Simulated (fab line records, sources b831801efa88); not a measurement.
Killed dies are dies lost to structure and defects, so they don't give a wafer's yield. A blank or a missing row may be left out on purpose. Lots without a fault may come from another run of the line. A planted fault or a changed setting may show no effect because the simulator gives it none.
One fault seen from 2 desks | flow sky130 | each desk has only its own numbers; what lay behind them comes last

THE TOOL OWNER'S DESK: pvd_sputter-03
The tool's own readings at SKY_CAPM_SPUTTER_02 (material TiN, target thk 200 nm, time 166.7 s): means of the sampled wafers that have a number, for each lot that ran on this tool. A lot is out of limits, marked OUT, if its mean lies more than 4 standard deviations from the usual mean; the brackets give that distance.
Columns: A = cathode_dc_power_W at SKY_CAPM_SPUTTER_02, usual 6500.1 W; B = throttle_valve_pct at SKY_CAPM_SPUTTER_02, usual 30.6 %
lot  | first seen here | A                        | B
L320 | day 37 05:43    | 6500.6                   | 31.0
L322 | day 37 17:16    | 6499.8                   | 31.6
L321 | day 37 18:41    | 6500.3                   | 31.3
L332 | day 40 18:40    | 6500.7                   | 31.2
L335 | day 41 15:25    | 5109.4 (-99 or more) OUT | 31.2
L337 | day 42 07:28    | 5108.9 (-99 or more) OUT | 31.4
This desk's finding: out of limits on L335, L337; first on L335, day 41 15:25 (cathode_dc_power_W at SKY_CAPM_SPUTTER_02). In limits: L320, L322, L321, L332.

THE METROLOGY DESK
What the gauges read, lot by lot, whatever tool the lot ran on: means of the sampled wafers that have a number. A lot is out of limits, marked OUT, if its mean lies more than 4 standard deviations from the usual mean; the brackets give that distance.
Columns: A = CAPM_TIN_RS at SKY_CAPM_RS_MEAS_03, usual 6.89 ohm/sq; B = CAPM_TIN_THK at SKY_CAPM_THK_MEAS_04, usual 200.7 nm
lot  | first seen here | A              | B
L320 | day 37 05:49    | 6.91           | 200.1
L322 | day 37 17:25    | 6.87           | 203.6
L321 | day 37 18:47    | 6.87           | 203.7
L323 | day 38 03:08    | 6.83           | 203.3
L332 | day 40 18:47    | 6.78           | 201.6
L335 | day 41 15:32    | 9.00 (+31) OUT | 155.2 (-21) OUT
L337 | day 42 07:35    | 8.94 (+30) OUT | 154.8 (-21) OUT
L338 | day 42 10:00    | 6.80           | 202.1
L339 | day 42 10:10    | 6.91           | 199.1
L341 | day 43 03:33    | 6.91           | 200.9
This desk's finding: out of limits on L335, L337; first on L335, day 41 15:32 (CAPM_TIN_RS at SKY_CAPM_RS_MEAS_03). In limits: L320, L322, L321, L323, L332, L338, L339, L341.

PUT TOGETHER
The tool owner's desk could have raised an alarm at day 41 15:25, on L335, L337.
The metrology desk could have raised an alarm at day 41 15:32, on L335, L337.
Of the lots named, all ran SKY_CAPM_SPUTTER_02 on pvd_sputter-03.

WHAT THE SIMULATOR HAD PUT IN
Process parameter drift: pvd_sputter-03, from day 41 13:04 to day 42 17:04, at SKY_CAPM_SPUTTER_02. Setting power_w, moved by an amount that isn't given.
Lots struck among those shown: L335, L337.
Hours from the fault's start to each desk's first reading out of limits: the tool owner's desk, 2; the metrology desk, 2.
